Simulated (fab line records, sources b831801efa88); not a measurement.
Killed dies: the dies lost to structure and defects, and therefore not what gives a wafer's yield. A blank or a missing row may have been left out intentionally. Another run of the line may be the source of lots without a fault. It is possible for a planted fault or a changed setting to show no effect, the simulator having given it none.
A struck lot beside a sound one + flow sky130 + 42 steps out of a route of 708
Sound: these wafers, L775.1, L775.2, L775.5. Wafers struck: L788.2, L788.3, L788.4. At the end, the cause is stated.
At each step with rows: each side's tool, then ch and its chambers, then its first start. Under that, the readings that differ: sound wafers + struck wafers + difference of the means + sigmas: that difference in standard deviations of wafers without a fault.
alike: a reading whose means differ by less than 2 such deviations, as well as words and numbers matching on both sides. not compared: withheld readings; readings where some wafer has no value; bounds like >300 that might hide an equal value; numbers whose values overlap and for which the record gives no deviation.
A row with sigmas, a row that says differs or no value, or rows on one side alone: a step with any of these is where the two part. Non-overlapping numbers with no deviation appear without sigmas and do not part them. Lack of a reading on every wafer of one side parts them only where that side has two or more wafers.

first, 5 steps without rows for these wafers: SKY_GATE_OXIDE_COAT_05 (resist thk 1140 nm); SKY_GATE_OXIDE_SOFTBAKE_06 (time 60 s); SKY_GATE_OXIDE_EXPOSE_07 (exposes mask LVOM, target cd 600 nm); SKY_GATE_OXIDE_PEB_08; SKY_GATE_OXIDE_DEVELOP_09 (develop time 60 s).
SKY_GATE_OXIDE_OVL_MEAS_10:
  sound: overlay-02 at day 16 07:51; struck: overlay-01 at day 19 19:29
  alike: GATE_OXIDE_OVL
then, 2 steps without rows for these wafers: SKY_GATE_OXIDE_IMPLANT_11; SKY_GATE_OXIDE_WET_ETCH_12 (etches SiO2 in dHF, target depth 16.8 nm, time 336 s).
SKY_GATE_OXIDE_STRIP_13: strips in O2/N2.
  sound on plasmaAsher-04 ch 0,1, day 16 08:09; struck on plasmaAsher-04 ch 0,1, day 19 19:46
  alike: drypumpMotorCurrentA, oesProductAu, stripTimeToEndpointS
  not compared: rfHoursCounterH
SKY_GATE_OXIDE_TW_MEAS_14:
  sound: filmMetro-04 at day 16 08:15; struck: filmMetro-03 at day 19 19:52
  alike: GATE_OXIDE_TW
then, 2 steps without rows for these wafers: SKY_GATE_OXIDE_CLEAN_15 (cleans in SC1/SC2, time 150 s); SKY_GATE_OXIDE_OXIDATION_16 (stabilise 600 s, purge 300 s, target thk 3.57 nm).
SKY_POLY_GATE_CVD_00: deposits poly-Si, target thk 180 nm, time 720 s.
  sound on lpcvd-01 ch 0, day 16 11:20; struck on lpcvd-01 ch 0, day 19 22:34
| reading                                      | sound             | struck            | difference | sigmas |
|----------------------------------------------|-------------------|-------------------|------------|--------|
| spikeTcBottomC (C)                           | 640.2 639.0 639.7 | 629.5 629.6 628.9 | -10.3      | -9     |
| spikeTcCentreC (C)                           | 621.9 619.6 621.0 | 610.6 611.0 612.4 | -9.5       | -9     |
| spikeTcLowerC (C)                            | 619.3 619.4 619.7 | 610.1 609.2 609.0 | -10.0      | -10    |
| spikeTcTopC (C)                              | 635.1 635.0 634.9 | 624.7 626.6 625.4 | -9.4       | -10    |
| spikeTcUpperC (C)                            | 620.1 618.4 617.9 | 610.3 608.5 610.0 | -9.2       | -8     |
| model.poly-Si_of_POLY_GATE_CVD_00.thkNm (nm) | 182.8 183.9 185.2 | 141.7 142.5 143.4 | -41.4      |        |
SKY_POLY_GATE_THK_MEAS_01:
  sound: filmMetro-03 at day 16 12:32; struck: filmMetro-04 at day 19 23:46
| reading                   | sound             | struck            | difference | sigmas |
|---------------------------|-------------------|-------------------|------------|--------|
| POLY_GATE_CVD_00_THK (nm) | 182.8 183.8 185.2 | 141.7 142.4 143.4 | -41.4      | -24    |
then, 8 steps without rows for these wafers: SKY_RES_PROTECT_DEHYDRATE_00 (time 60 s); SKY_RES_PROTECT_HMDS_01 (prime time 60 s); SKY_RES_PROTECT_COAT_02 (resist thk 1140 nm); SKY_RES_PROTECT_SOFTBAKE_03 (time 60 s); SKY_RES_PROTECT_EXPOSE_04 (exposes mask RPM, target cd 1270 nm); SKY_RES_PROTECT_PEB_05; SKY_RES_PROTECT_DEVELOP_06 (develop time 60 s); SKY_POLY_GATE_IMPLANT_02.
SKY_RES_PROTECT_STRIP_07: strips in O2/N2.
  sound on plasmaAsher-01 ch 0,1, day 17 16:50; struck on plasmaAsher-01 ch 0,1, day 21 06:35
  alike: drypumpMotorCurrentA, oesProductAu, stripTimeToEndpointS
  not compared: rfHoursCounterH
SKY_RES_PROTECT_TW_MEAS_08:
  sound: filmMetro-03 at day 17 16:56; struck: filmMetro-01 at day 21 06:42
  alike: POLY_GATE_TW
SKY_RES_PROTECT_CLEAN_09: cleans in SC1/SC2, time 150 s.
  sound on wetBench-04 ch 1, day 17 17:00; struck on wetBench-03 ch 3, day 21 06:45
| reading                                      | sound             | struck          | difference | sigmas |
|----------------------------------------------|-------------------|-----------------|------------|--------|
| model.poly-Si_of_POLY_GATE_CVD_00.thkNm (nm) | 182.2 183.3 184.5 | 141 141.9 142.7 | -41        |        |
  alike: bathHeatDutyPct
then, 1 step without rows for these wafers: SKY_POLY_GATE_CVD_03 (deposits Si3N4 from DCS/NH3, target thk 75 nm, time 1290 s).
SKY_POLY_GATE_THK_MEAS_04:
  sound: filmMetro-04 at day 17 18:25; struck: filmMetro-04 at day 21 08:10
  alike: POLY_GATE_CVD_03_THK
then, 8 steps without rows for these wafers: SKY_POLY_GATE_DEHYDRATE_05 (time 60 s); SKY_POLY_GATE_HMDS_06 (prime time 60 s); SKY_POLY_GATE_COAT_07 (resist thk 110 nm); SKY_POLY_GATE_COAT_08 (resist thk 450 nm); SKY_POLY_GATE_SOFTBAKE_09 (time 90 s); SKY_POLY_GATE_EXPOSE_10 (exposes mask P1M, target cd 150 nm); SKY_POLY_GATE_PEB_11; SKY_POLY_GATE_DEVELOP_12 (develop time 60 s).
SKY_POLY_GATE_CD_MEAS_13: the cd target is 150 nm.
  sound: cdSem-01 at day 19 00:40; struck: cdSem-01 at day 22 15:28
  alike: cdNm
SKY_POLY_GATE_OVL_MEAS_14:
  sound: overlay-02 at day 19 00:47; struck: overlay-02 at day 22 15:34
  alike: POLY_GATE_OVL
SKY_POLY_GATE_ETCH_15: etches BARC in N2/H2, stops on SiO2, time 118.5 s, target depth 110 nm.
  sound on rieDiel-04 ch 2,3, day 19 00:50; struck on rieDiel-04 ch 1,2,3, day 22 15:36
  alike: biasW, drypumpMotorCurrentA, h2FlowSccm, oesProductAu, throttleValvePct
  not compared: rfHoursCounterH
SKY_POLY_GATE_ETCH_16: etches Si3N4 in CH3F/O2, stops on poly-Si, time 147.5 s, target depth 75 nm.
  sound on rieDiel-04 ch 2,3, day 19 00:55; struck on rieDiel-04 ch 1,2,3, day 22 15:41
  alike: biasW, drypumpMotorCurrentA, oesProductAu, throttleValvePct
  not compared: rfHoursCounterH
SKY_POLY_GATE_ETCH_17: etches poly-Si in HBr/Cl2, stops on SiO2, target depth 180 nm, time 70.5 s.
  sound on rieSi-01 ch 2,3, day 19 01:01; struck on rieSi-01 ch 0,1,2, day 22 15:47
| reading                             | sound             | struck            | difference | sigmas |
|-------------------------------------|-------------------|-------------------|------------|--------|
| mfcCl2Sccm (sccm)                   | 49.93 50.22 50.27 | 49.74 49.71 49.98 | -0.33      | -2     |
| oesProductAu (a.u.)                 | 1.002 1.000 1.008 | 0.842 0.846 0.846 | -0.159     | -23    |
| model.POLY_GATE.featureDepthNm (nm) | 182.2 181.6 182.4 | 141 141.9 142.7   | -40        |        |
| model.etch.depthNm (nm)             | 182.2 181.6 182.4 | 141 141.9 142.7   | -40        |        |
  alike: biasW, drypumpMotorCurrentA, throttleValvePct
  not compared: rfHoursCounterH
SKY_POLY_GATE_STRIP_18: strips in O2/N2.
  sound on plasmaAsher-03 ch 0,1, day 19 01:04; struck on plasmaAsher-03 ch 0,1, day 22 15:50
  alike: drypumpMotorCurrentA, oesProductAu, stripTimeToEndpointS
  not compared: rfHoursCounterH
-- a jump in the record: the struck wafers' starts before and after are 27 days apart (it breaks off in module POLY_GATE and resumes in module PAD_OPEN, where the first step shown is number 708 of the route) --
SKY_PAD_OPEN_PROBE_99:
  sound: prober-01 at day 47 14:51; struck: prober-01 at day 49 16:22
| reading                         | sound             | struck            | difference | sigmas |
|---------------------------------|-------------------|-------------------|------------|--------|
| model.etest.resHighPo.lineOhmUm | 735.3 739.6 735.4 | 901.7 925.6 928.4 | +181.8     |        |
| model.etest.resPoly.lineOhmUm   | 517.4 512.9 507   | 642.8 629.8 644.3 | +126.5     |        |
| model.etest.tipSonos.rsOhmSq    | 2564 2670 2600    | 2494 2486 2506    | -116       |        |
| model.etest.resHighPo.rsOhmSq   | 257.6 256 260.6   | 321.7 321.4 322.3 | +63.7      |        |
| model.etest.resPoly.rsOhmSq     | 47.26 47.39 47.46 | 60.21 60.79 60.14 | +13.01     |        |
| model.etest.capLiToPoly.cAfUm2  | 94.18 97.07 97.58 | 90.67 88.25 89.4  | -6.84      |        |
  alike: killed_at_M0_to_M3, killed_at_M4_up, killedAtContacts, killedAtFrontEnd, killedAtOther, killedDies, killedOnRim, killedOpen, killedShort

WHERE THEY PART
First at SKY_POLY_GATE_CVD_00; last, within this record, at SKY_POLY_GATE_ETCH_17. Later steps at which nothing parts them and some readings are alike: SKY_POLY_GATE_STRIP_18, SKY_PAD_OPEN_PROBE_99.

WHY: the cause the simulator had injected
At SKY_POLY_GATE_CVD_00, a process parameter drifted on lpcvd-01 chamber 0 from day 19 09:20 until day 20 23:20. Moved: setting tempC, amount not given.
